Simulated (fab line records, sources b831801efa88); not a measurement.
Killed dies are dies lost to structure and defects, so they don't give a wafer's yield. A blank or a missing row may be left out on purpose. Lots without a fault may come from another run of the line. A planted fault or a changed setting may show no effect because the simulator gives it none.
fab line records | flow sky130
record lots=14 wafers=42 last_day=50
route steps=708 shown VT_ADJUST_NCORE@128 SONOS_ONO@169 POLY_GATE@227 SD_N@350
lots that met no fault: from a run of the same line without faults
start_h: hours from the record's first day to the start of the lot's first wafer shown | wait_h: hours since the lot's step before | " the same as in the row above | L1.1+2: a row that stands for several wafers | - no value, or no start given | * or withheld: withheld | < > ~ a bound
route shown NAME@n: a module of which the file shows steps, and the number in the route of the first | usual: mean/standard deviation of fault-free wafers | same: alike in all rows | chamber/n: place in a boat | sites: the reading at each site | _std_site: their standard deviation | _edge_site: outer sites' mean less inner sites' | radius_mm: how far each site lies from the wafer's centre | mask NAME#n: copy n | behind: the tool/chamber that last shaped the wafer | hold: why the lot was held/for how many hours/how that ended | device: the transistor (n, p or np) that didn't switch | end of line: the same wafers' tests at the end of the route | a step without rows: its recipe alone | killed: dies lost to structure and defects at the first sort, not the wafer's yield | map: a wafer's dies, x killed, . not, _ none there
set.NAME: the setting as run; set.NAME@STEP: as run at that earlier step | model.NAME: the simulator's own value behind a step, which no gauge read
steps of the route over a sample of lots; a table a step, a row a wafer
services: from which hour (start_h, from the record's first day; less than 0 if before it) a tool's chamber was out of use, for how many hours, and why
## steps
# step SKY_VT_ADJUST_NCORE_IMPLANT_09
# recipe species=B energy_kev=10 dose_cm2=2.4e+12 tilt_deg=withheld
# usual beam_energy_keV=10.000/0.0034 beam_on_s=10.00/0.2
# columns lot.wafer tool chamber start_h wait_h beam_energy_keV beam_on_s
L370.1 implanter-04 0 183.75 0.0 9.995 9.98
L370.2 " 0 " " 9.999 9.83
L370.6 " 0 " " 9.998 10.45
L372.1 implanter-04 0 200.72 0.0 10.002 9.96
L372.4 " 0 " " 10.006 9.73
L372.5 " 0 " " 10.006 10.12
L373.1 implanter-02 0 212.48 0.0 10.000 9.61
L373.2 " 0 " " 9.999 9.61
L373.3 " 0 " " 10.000 9.96
L375.2 implanter-03 0 219.40 0.0 10.006 9.98
L375.3 " 0 " " 10.005 10.27
L375.5 " 0 " " 10.000 9.64
L376.1 implanter-02 - 224.28 0.0 - -
L376.2 " - " " - -
L376.4 " - " " - -
L377.2 implanter-04 - 230.85 0.0 - -
L377.3 " - " " - -
L377.5 " - " " - -
L382.2 implanter-03 0 272.22 0.0 10.000 9.67
L382.3 " 0 " " 10.004 9.95
L382.5 " 0 " " 9.998 9.95
L384.2 implanter-02 0 283.64 0.0 9.995 10.06
L384.4 " 0 " " 9.997 10.24
L384.5 " 0 " " 9.992 10.14
L386.1 implanter-03 0 297.55 0.0 9.999 9.82
L386.2 " 0 " " 10.000 9.87
L386.4 " 0 " " 9.999 9.98
L387.1 implanter-02 0 304.12 0.0 10.003 9.93
L387.3 " 0 " " 9.999 10.01
L387.5 " 0 " " 9.997 9.84
L388.3 implanter-04 0 309.20 0.1 9.999 9.71
L388.4 " 0 " " 10.000 10.28
L388.5 " 0 " " 10.002 10.34
L389.1 implanter-04 0 327.40 0.0 10.001 10.22
L389.2 " 0 " " 10.002 9.83
L389.5 " 0 " " 10.005 10.03
L392.2 implanter-02 0 356.65 0.0 9.998 10.28
L392.3 " 0 " " 10.000 9.72
L392.6 " 0 " " 9.992 10.15
L391.3 implanter-04 0 357.63 0.1 9.997 10.13
L391.5 " 0 " " 9.997 10.00
L391.6 " 0 " " 10.000 10.06
# step SKY_VT_ADJUST_NCORE_TW_MEAS_11
# usual VT_ADJUST_NCORE_TW=220.9/1.3
# columns lot.wafer tool chamber start_h wait_h VT_ADJUST_NCORE_TW
L370.1 film_metro-03 - 184.00 0.1 221.0
L370.2 " - " " 219.5
L370.6 " - " " 220.3
L372.1 film_metro-04 - 200.97 0.1 221.0
L372.4 " - " " 222.5
L372.5 " - " " 223.4
L373.1 film_metro-02 - 212.73 0.1 219.0
L373.2 " - " " 219.9
L373.3 " - " " 218.3
L375.2 film_metro-03 - 219.64 0.1 222.1
L375.3 " - " " 220.8
L375.5 " - " " 222.3
L376.1 film_metro-02 - 224.53 0.1 30.2
L376.2 " - " " 30.1
L376.4 " - " " 30.1
L377.2 film_metro-03 - 231.09 0.1 30.1
L377.3 " - " " 30.2
L377.5 " - " " 30.2
L382.2 film_metro-03 - 272.46 0.1 221.3
L382.3 " - " " 220.5
L382.5 " - " " 221.4
L384.2 film_metro-03 - 283.88 0.1 219.3
L384.4 " - " " 220.6
L384.5 " - " " 219.7
L386.1 film_metro-04 - 297.80 0.1 221.0
L386.2 " - " " 221.1
L386.4 " - " " 222.6
L387.1 film_metro-02 - 304.37 0.1 220.5
L387.3 " - " " 221.1
L387.5 " - " " 223.0
L388.3 film_metro-03 - 309.42 0.1 219.8
L388.4 " - " " 219.5
L388.5 " - " " 220.0
L389.1 film_metro-03 - 327.65 0.1 221.2
L389.2 " - " " 220.6
L389.5 " - " " 220.7
L392.2 film_metro-03 - 356.89 0.1 220.5
L392.3 " - " " 219.6
L392.6 " - " " 219.4
L391.3 film_metro-03 - 357.85 0.1 218.7
L391.5 " - " " 219.2
L391.6 " - " " 218.3
# step SKY_SONOS_ONO_THK_MEAS_01
# recipe reads=SiO2_of_SONOS_ONO_OXIDATION_00
# usual SONOS_ONO_OXIDATION_THK=2.60/0.063
# columns lot.wafer tool chamber start_h wait_h SONOS_ONO_OXIDATION_THK[nm]
L370.1 film_metro-04 - 249.95 0.0 2.57
L370.2 " - " " 2.61
L370.6 " - " " 2.65
L372.1 film_metro-03 - 270.72 0.0 2.63
L372.4 " - " " 2.67
L372.5 " - " " 2.60
L373.1 film_metro-03 - 285.47 0.0 2.52
L373.2 " - " " 2.60
L373.3 " - " " 2.56
L375.2 film_metro-03 - 295.15 0.0 2.50
L375.3 " - " " 2.56
L375.5 " - " " 2.54
L382.2 film_metro-03 - 351.36 0.0 2.52
L382.3 " - " " 2.60
L382.5 " - " " 2.65
L384.2 film_metro-03 - 365.21 0.0 2.63
L384.4 " - " " 2.56
L384.5 " - " " 2.51
L386.1 film_metro-03 - 380.23 0.0 2.57
L386.2 " - " " 2.42
L386.4 " - " " 2.49
L387.1 film_metro-03 - 389.35 0.0 2.57
L387.3 " - " " 2.62
L387.5 " - " " 2.56
L388.3 film_metro-03 - 394.29 0.0 2.71
L388.4 " - " " 2.64
L388.5 " - " " 2.59
L389.1 film_metro-03 - 416.76 0.0 2.55
L389.2 " - " " 2.63
L389.5 " - " " 2.59
L392.2 film_metro-04 - 446.85 0.0 2.72
L392.3 " - " " 2.69
L392.6 " - " " 2.68
L391.3 film_metro-04 - 448.20 0.0 2.66
L391.5 " - " " 2.72
L391.6 " - " " 2.65
# step SKY_POLY_GATE_CD_MEAS_13
# recipe target_cd_nm=150
# usual cd_nm=150.3/1.3
# columns lot.wafer tool chamber start_h wait_h cd_nm
L370.1 cd_sem-01 - 365.85 - 149.5
L370.2 " - " " 151.0
L370.6 " - " " 152.0
L372.1 cd_sem-02 - 391.60 - 150.9
L372.4 " - " " 152.0
L372.5 " - " " 151.0
L373.1 cd_sem-02 - 403.99 - 148.8
L373.2 " - " " 149.1
L373.3 " - " " 147.9
L375.2 cd_sem-02 - 416.12 - 150.5
L375.3 " - " " 149.9
L375.5 " - " " 150.1
L382.2 cd_sem-01 - 481.52 - 149.2
L382.3 " - " " 151.7
L382.5 " - " " 150.1
L384.2 cd_sem-02 - 496.37 - 150.1
L384.4 " - " " 150.4
L384.5 " - " " 150.1
L386.1 cd_sem-02 - 518.25 - 149.9
L386.2 " - " " 150.5
L386.4 " - " " 148.6
L387.1 cd_sem-01 - 521.30 - 150.2
L387.3 " - " " 150.2
L387.5 " - " " 150.7
L388.3 cd_sem-01 - 528.38 - 152.2
L388.4 " - " " 152.3
L388.5 " - " " 152.5
L389.1 cd_sem-01 - 550.11 - 148.5
L389.2 " - " " 149.0
L389.5 " - " " 149.3
L392.2 cd_sem-02 - 576.57 - 149.7
L392.3 " - " " 149.6
L392.6 " - " " 148.4
L391.3 cd_sem-02 - 578.68 - 148.3
L391.5 " - " " 148.5
L391.6 " - " " 149.0
# step SKY_SD_N_OVL_MEAS_08
# usual SD_N_OVL=0.6/1.6
# columns lot.wafer tool chamber start_h wait_h SD_N_OVL[nm]
L370.1 overlay-02 - 645.61 0.1 -1.2
L370.2 " - " " -1.1
L370.6 " - " " -1.3
L372.1 overlay-02 - 663.53 0.1 0.1
L372.4 " - " " 1.4
L372.5 " - " " -0.2
L373.1 overlay-02 - 678.36 0.1 0.5
L373.2 " - " " 1.0
L373.3 " - " " 0.3
L375.2 overlay-02 - 690.69 0.1 1.6
L375.3 " - " " 0.0
L375.5 " - " " 0.0
L382.2 overlay-02 - 749.79 0.1 -2.1
L382.3 " - " " -1.3
L382.5 " - " " -1.1
L384.2 overlay-02 - 757.64 0.1 -0.5
L384.4 " - " " 0.0
L384.5 " - " " -0.9
L386.1 overlay-01 - 775.84 0.1 0.4
L386.2 " - " " 3.1
L386.4 " - " " 3.7
L387.1 overlay-02 - 779.11 0.1 -0.4
L387.3 " - " " 1.4
L387.5 " - " " 1.6
L388.3 overlay-02 - 783.64 0.1 -1.7
L388.4 " - " " -0.9
L388.5 " - " " -0.1
L389.1 overlay-01 - 806.98 0.1 3.4
L389.2 " - " " 3.7
L389.5 " - " " 3.3
L392.2 overlay-02 - 826.17 0.1 -2.1
L392.3 " - " " -0.1
L392.6 " - " " -0.5
L391.3 overlay-01 - 835.10 0.1 1.1
L391.5 " - " " -0.1
L391.6 " - " " -0.7
## services
# columns tool chamber start_h hours kind
implanter-03 - 165.74 1.2 repair
implanter-03 - 208.85 5.5 repair
implanter-04 - 239.00 1.7 repair
implanter-04 - 301.03 5.9 pm
implanter-04 - 315.78 2.1 repair
implanter-03 - 333.39 5.4 repair
## key
first_sign step=SKY_VT_ADJUST_NCORE_IMPLANT_09 reading=tool_record direction=missing
effect step=SKY_VT_ADJUST_NCORE_TW_MEAS_11 reading=VT_ADJUST_NCORE_TW direction=down sigmas=99+ usual=220.9 struck=30.2
met_at SKY_VT_ADJUST_NCORE_IMPLANT_09
struck_lots L376,L377
later_rows_left_out L376.1,L376.2,L376.4,L377.2,L377.3,L377.5
sort_left_out L376.1,L376.2,L376.4,L377.2,L377.3,L377.5
tester_left_out L376,L377
not_acting_at SKY_SONOS_ONO_THK_MEAS_01,SKY_POLY_GATE_CD_MEAS_13,SKY_SD_N_OVL_MEAS_08
onset_between 212.48 224.28
fault kind=skipped_step_whole tool=implanter-02,implanter-04 chamber=- onset_h=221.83 steps=SKY_VT_ADJUST_NCORE_IMPLANT_09 scope=struck_lots_only
# tester_left_out: of these lots the tester's yield and bins aren't shown, on N5 and GAA mostly nor the transistor test; their killed dies are dies lost to structure and defects alone, not to doping, threshold or leakage, so they don't give the yield
# sort_left_out: the simulated sort isn't trusted on such a fault, so these wafers' sort isn't shown, and their yield isn't known
# later_rows_left_out: the simulator's readings of these wafers behind a module that went badly wrong aren't trusted and aren't shown, but for the sort
